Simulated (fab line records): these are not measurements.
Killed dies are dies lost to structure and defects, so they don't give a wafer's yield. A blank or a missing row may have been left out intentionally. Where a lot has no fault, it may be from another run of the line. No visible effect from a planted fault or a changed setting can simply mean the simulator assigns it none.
Which tool is to blame? -- flow sky130 -- 13 lots, 39 wafers sampled, at 5 steps of a route of 708

## WHAT THE GAUGES SHOWED, per wafer
SKY_POLY_GATE_CD_MEAS_13: the cd target is 150 nm.
lot,measured,on,cdNm (nm)
L479,day 16 11:23,cdSem-01,150.6 150.1 149.9
L480,day 16 21:00,cdSem-02,150.2 150.3 151.4
L481,day 17 09:09,cdSem-01,150.8 151.1 150.7
L482,day 17 15:19,cdSem-01,150.2 148.5 148.7
L483,day 17 19:56,cdSem-01,150.2 151.0 150.2
L484,day 18 07:44,cdSem-01,149.0 148.8 147.2
L485,day 18 22:28,cdSem-01,150.5 149.4 149.9
L486,day 19 11:14,cdSem-01,148.2 148.8 148.8
L488,day 19 21:37,cdSem-01,149.8 151.7 150.6
L489,day 20 02:15,cdSem-01,151.2 150.3 150.7
L491,day 20 21:40,cdSem-01,149.2 147.9 148.3
L498,day 23 10:47,cdSem-01,161.5 161.6 161.6 160.9 161.5 162.0
L502,day 25 09:17,cdSem-02,149.3 149.9 151.2

SKY_CAPM_RS_MEAS_03: a four-point-probe measurement.
lot,measured,on,CAPM_TIN_RS (ohm/sq)
L479,day 36 14:07,filmMetro-01,6.70 6.87 6.82
L480,day 36 20:10,filmMetro-03,6.96 6.94 6.97
L481,day 37 06:22,filmMetro-03,6.85 6.86 6.89
L482,day 37 15:53,filmMetro-04,6.81 6.94 6.73
L483,day 37 16:16,filmMetro-01,6.98 7.00 7.02
L484,day 38 04:54,filmMetro-04,6.77 6.77 6.97
L485,day 38 16:20,filmMetro-04,6.79 6.83 6.97
L486,day 39 02:39,filmMetro-04,6.91 6.95 6.86
L488,day 39 10:05,filmMetro-03,6.84 6.76 6.90
L489,day 39 14:52,filmMetro-04,7.02 6.96 7.00
L491,day 40 06:16,filmMetro-01,7.00 7.01 6.92
L498,day 42 07:00,filmMetro-01,7.05 6.90 6.90
L502,day 43 17:41,filmMetro-04,6.91 6.82 7.01

SKY_VIA3_THK_MEAS_01.
lot,measured,on,VIA3_HDPCVD_THK (nm)
L479,day 38 18:03,filmMetro-01,1614 1635 1643
L480,day 39 00:26,filmMetro-01,1656 1621 1641
L481,day 39 12:05,filmMetro-03,1593 1622 1617
L482,day 39 21:00,filmMetro-01,1659 1653 1633
L483,day 39 21:10,filmMetro-01,1623 1626 1632
L484,day 40 09:06,filmMetro-03,1626 1614 1616
L485,day 40 19:26,filmMetro-01,1628 1637 1631
L486,day 41 05:33,filmMetro-02,1614 1636 1616
L488,day 41 12:44,filmMetro-03,1647 1641 1629
L489,day 41 17:16,filmMetro-01,1664 1636 1641
L491,day 42 08:37,filmMetro-01,1643 1630 1649
L498,day 44 07:05,filmMetro-01,1631 1622 1617
L502,day 45 15:07,filmMetro-02,1597 1588 1607

## TOOL THAT RAN EACH LOT (tool first, then ch and the chambers of the sampled wafers, then the start)
lot,SKY_POLY_GATE_EXPOSE_10,SKY_METAL3_SPUTTER_03
L479,"krfScanner-02 ch 0, day 15 21:23","pvdSputter-03, day 36 13:51"
L480,"krfScanner-01 ch 0, day 16 07:11","pvdSputter-02, day 36 19:54"
L481,"krfScanner-02 ch 0, day 16 18:38","pvdSputter-03, day 37 06:07"
L482,"krfScanner-01 ch 0, day 17 01:08","pvdSputter-01, day 37 15:37"
L483,"krfScanner-02 ch 0, day 17 06:13","pvdSputter-03, day 37 16:01"
L484,"krfScanner-01 ch 0, day 17 17:28","pvdSputter-03, day 38 04:38"
L485,"krfScanner-02 ch 0, day 18 07:14","pvdSputter-03, day 38 16:03"
L486,"krfScanner-02 ch 0, day 18 19:35","pvdSputter-01, day 39 02:24"
L488,"krfScanner-02 ch 0, day 19 06:10","pvdSputter-02, day 39 09:48"
L489,"krfScanner-02 ch 0, day 19 11:18","pvdSputter-01, day 39 14:37"
L491,"krfScanner-01 ch 0, day 20 07:04","pvdSputter-01, day 40 05:59"
L498,"krfScanner-02 ch 0, day 22 20:33","pvdSputter-02, day 42 06:42"
L502,"krfScanner-01 ch 0, day 24 18:01","pvdSputter-01, day 43 17:23"
- SKY_POLY_GATE_EXPOSE_10: exposes mask P1M, target cd 150 nm.
- SKY_METAL3_SPUTTER_03: material Ti, target thk 5 nm, time 3.3 s.

## AS READ BY THE TOOLS THEMSELVES (means over the sampled wafers that have a number; for cases with no such wafer, the mark the record gives instead)
SKY_METAL3_SPUTTER_03.
lot,tool,throttleValvePct (%)
L479,pvdSputter-03,30.1
L480,pvdSputter-02,30.4
L481,pvdSputter-03,30.3
L482,pvdSputter-01,29.3
L483,pvdSputter-03,30.0
L484,pvdSputter-03,30.2
L485,pvdSputter-03,30.1
L486,pvdSputter-01,29.2
L488,pvdSputter-02,30.6
L489,pvdSputter-01,28.4
L491,pvdSputter-01,29.6
L498,pvdSputter-02,30.5
L502,pvdSputter-01,28.7

## THE ANSWER, worked out from the rows above alone
Rule: the lots themselves supply what counts as usual. The widest of any qualifying gaps counts: lots, ordered by their means at a reading, are off when they make up no more than a third of the lots, leave a main group of 4 or more, and stand apart from it by 3 or more times the standard deviation of that group's means. A main group whose means are all the same, to the digits that the tables above print for the reading, isn't used. A lot without any number at a reading at which 4 lots or more have one is off too. The other lots that the step has rows for count as sound. The gauges are gone through in route order, then the tools' own readings, and for those a lot's mean is taken as printed above. The first step at which some lot is off is used, and at that step the reading that is off furthest; a lot without a number counts as furthest.
Off, at SKY_POLY_GATE_CD_MEAS_13 on cdNm: L498. Mean 149.8 nm and standard deviation 0.91 in the main group.
A tool fits if, at a process step before that reading, it ran every lot that is off, and no sound lot after the first of them. Those tools and the gauges at SKY_POLY_GATE_CD_MEAS_13 are tried in the same way. Can't be told from this: 2 tools fit, krfScanner-02 at SKY_POLY_GATE_EXPOSE_10, cdSem-01 at SKY_POLY_GATE_CD_MEAS_13.

## WHAT THE SIMULATOR HAD INSERTED
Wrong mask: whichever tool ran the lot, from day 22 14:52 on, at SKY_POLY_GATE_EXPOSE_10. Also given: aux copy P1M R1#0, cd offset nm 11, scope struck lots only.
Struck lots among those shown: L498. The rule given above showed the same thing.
